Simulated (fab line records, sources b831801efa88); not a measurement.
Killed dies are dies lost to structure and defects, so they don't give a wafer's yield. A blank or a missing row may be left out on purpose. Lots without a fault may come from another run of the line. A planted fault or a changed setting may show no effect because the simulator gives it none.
One fault seen from 2 desks | flow gf180mcu | each desk has only its own numbers; what lay behind them comes last

THE METROLOGY DESK
What the gauges read, lot by lot, whatever tool the lot ran on: means of the sampled wafers that have a number. A lot is out of limits, marked OUT, if its mean lies more than 4 standard deviations from the usual mean; the brackets give that distance.
Columns: A = V5_CVD_02_THK at GF_V5_THK_MEAS_03, usual 1452 nm; B = cd_nm at GF_V5_CD_MEAS_14, usual 259.9 nm
lot  | first seen here | A              | B
L813 | day 26 05:15    | 1433           | 260.3
L815 | day 27 06:02    | 1453           | 260.4
L819 | day 28 15:49    | 1458           | 259.3
L820 | day 28 19:15    | 1449           | 258.8
L821 | day 28 20:25    | 1466           | 261.1
L823 | day 29 17:34    | 1444           | 259.5
L824 | day 29 18:01    | 1453           | 259.0
L825 | day 30 07:16    | 1448           | 260.5
L829 | day 31 09:50    | 1227 (-14) OUT | 260.6
L830 | day 31 12:48    | 1244 (-13) OUT | 258.9
L831 | day 32 01:53    | 1247 (-13) OUT | 260.3
L836 | day 32 20:20    | 1454           | 260.9
This desk's finding: out of limits on L829, L830, L831; first on L829, day 31 09:50 (V5_CVD_02_THK at GF_V5_THK_MEAS_03). In limits: L813, L815, L819, L820, L821, L823, L824, L825, L836.

THE TOOL OWNER'S DESK: pecvd-03
The tool's own readings at GF_V5_CVD_02 (deposits SiO2 from TEOS, target thk 1450 nm, time 163.28 s): means of the sampled wafers that have a number, for each lot that ran on this tool. A lot is out of limits, marked OUT, if its mean lies more than 4 standard deviations from the usual mean; the brackets give that distance.
Columns: A = heater_power_w at GF_V5_CVD_02, usual 621 W; B = rf_fwd_power_W at GF_V5_CVD_02, usual 598.0 W
lot  | first seen here | A   | B
L813 | day 26 05:09    | 578 | 597.2
L815 | day 27 05:52    | 619 | 597.9
L819 | day 28 15:42    | 668 | 596.6
L820 | day 28 19:08    | 732 | 598.0
L823 | day 29 17:27    | 622 | 599.6
L829 | day 31 09:44    | 780 | 358.2 (-99 or more) OUT
L830 | day 31 12:42    | 779 | 356.8 (-99 or more) OUT
L831 | day 32 01:47    | 715 | 359.1 (-99 or more) OUT
This desk's finding: out of limits on L829, L830, L831; first on L829, day 31 09:44 (rf_fwd_power_W at GF_V5_CVD_02). In limits: L813, L815, L819, L820, L823.

PUT TOGETHER
The tool owner's desk could have raised an alarm at day 31 09:44, on L829, L830, L831.
The metrology desk could have raised an alarm at day 31 09:50, on L829, L830, L831.
Of the lots named, all ran GF_V5_CVD_02 on pecvd-03.

WHAT THE SIMULATOR HAD PUT IN
Process parameter drift: pecvd-03, from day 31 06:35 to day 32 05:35, at GF_V5_CVD_02. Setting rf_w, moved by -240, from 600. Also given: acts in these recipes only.
Lots struck among those shown: L829, L830, L831.
Hours from the fault's start to each desk's first reading out of limits: the tool owner's desk, 3; the metrology desk, 3.
